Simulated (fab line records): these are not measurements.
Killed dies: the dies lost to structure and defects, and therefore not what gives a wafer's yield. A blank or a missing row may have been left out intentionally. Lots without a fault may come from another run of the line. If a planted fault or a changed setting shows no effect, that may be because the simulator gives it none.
What tool caused it? + flow gf180mcu + Sampling: 11 lots, 33 wafers, 2 of 602 route steps

== WHAT THE GAUGES SHOWED, per wafer ==
GF_M1_CD_MEAS_14: the cd target is 230 nm.
| lot  | measured     | on        | cd_nm (nm)        |
|------|--------------|-----------|-------------------|
| L269 | day 18 07:13 | cd_sem-01 | 229.5 230.6 229.6 |
| L271 | day 19 00:43 | cd_sem-02 | 231.0 229.5 229.6 |
| L272 | day 19 21:44 | cd_sem-01 | 227.7 228.1 227.5 |
| L274 | day 20 06:52 | cd_sem-01 | 227.5 228.6 228.8 |
| L275 | day 20 13:49 | cd_sem-01 | 214.4 212.4 214.0 |
| L277 | day 21 07:40 | cd_sem-01 | 217.6 217.1 218.6 |
| L278 | day 21 14:17 | cd_sem-01 | 216.9 216.1 216.0 |
| L279 | day 22 04:08 | cd_sem-02 | 227.6 227.8 228.5 |
| L285 | day 23 20:13 | cd_sem-01 | 229.2 229.7 230.5 |
| L287 | day 24 16:50 | cd_sem-01 | 230.5 230.9 231.4 |
| L288 | day 24 23:18 | cd_sem-01 | 229.9 229.0 230.5 |

== WHICH TOOL RAN EACH LOT (tool, then ch and the chambers of the sampled wafers, then the start) ==
| lot  | GF_M1_PEB_12                      |
|------|-----------------------------------|
| L269 | litho_track-01 ch 0, day 18 06:52 |
| L271 | litho_track-04 ch 0, day 19 00:22 |
| L272 | litho_track-02 ch 0, day 19 21:23 |
| L274 | litho_track-02 ch 0, day 20 06:31 |
| L275 | litho_track-02 ch 0, day 20 13:28 |
| L277 | litho_track-02 ch 0, day 21 07:19 |
| L278 | litho_track-02 ch 0, day 21 13:57 |
| L279 | litho_track-04 ch 0, day 22 03:48 |
| L285 | litho_track-01 ch 0, day 23 19:52 |
| L287 | litho_track-04 ch 0, day 24 16:29 |
| L288 | litho_track-02 ch 0, day 24 22:58 |
- GF_M1_PEB_12: peb time 90 s.

== AS READ BY THE TOOLS THEMSELVES (means over the sampled wafers that have a number; for cases with no such wafer, the mark the record gives instead) ==
GF_M1_PEB_12.
| lot  | tool           | heater_power_total_W (W) | plate_temp_C (C) |
|------|----------------|--------------------------|------------------|
| L269 | litho_track-01 | 85.79                    | 134.91           |
| L271 | litho_track-04 | 85.72                    | 134.99           |
| L272 | litho_track-02 | 85.66                    | 135.05           |
| L274 | litho_track-02 | 85.71                    | 135.13           |
| L275 | litho_track-02 | 92.67                    | 143.36           |
| L277 | litho_track-02 | 92.53                    | 143.28           |
| L278 | litho_track-02 | 92.63                    | 143.22           |
| L279 | litho_track-04 | 85.68                    | 134.83           |
| L285 | litho_track-01 | 85.72                    | 134.94           |
| L287 | litho_track-04 | 85.65                    | 134.98           |
| L288 | litho_track-02 | 85.72                    | 134.99           |

== THE ANSWER, worked out from the rows above alone ==
Rule: the usual values come from the lots themselves. Put in order of their means at a reading, lots are off if they are a third of the lots or fewer, leave a main group of 4 or more, and stand apart from it by a gap of 3 or more times the standard deviation of the main group's means; of several such gaps the widest counts. If all means in a main group match to the digits the tables above print for the reading, that group is not used. A lot without any number at a reading at which 4 lots or more have one is off too. Any other lot the step has rows for is counted as sound. Order of review: gauges by route order, followed by the tools' own readings, for which a lot's mean as printed above is used. The first step at which some lot is off is used, and at that step the reading that is off furthest; a lot without a number counts as furthest.
Off: L275, L277, L278 (GF_M1_CD_MEAS_14, cd_nm). For the main group the mean is 229.3 nm and the standard deviation 1.1.
A tool fits if, at a process step before that reading, it ran every lot that is off, and no sound lot after the first of them. Not tried: the gauges at GF_M1_CD_MEAS_14; whatever is off there is also off at GF_M1_PEB_12, on other tools, and gauge error can't account for it. Of those tried, none fits.

== WHAT THE SIMULATOR PUT IN ==
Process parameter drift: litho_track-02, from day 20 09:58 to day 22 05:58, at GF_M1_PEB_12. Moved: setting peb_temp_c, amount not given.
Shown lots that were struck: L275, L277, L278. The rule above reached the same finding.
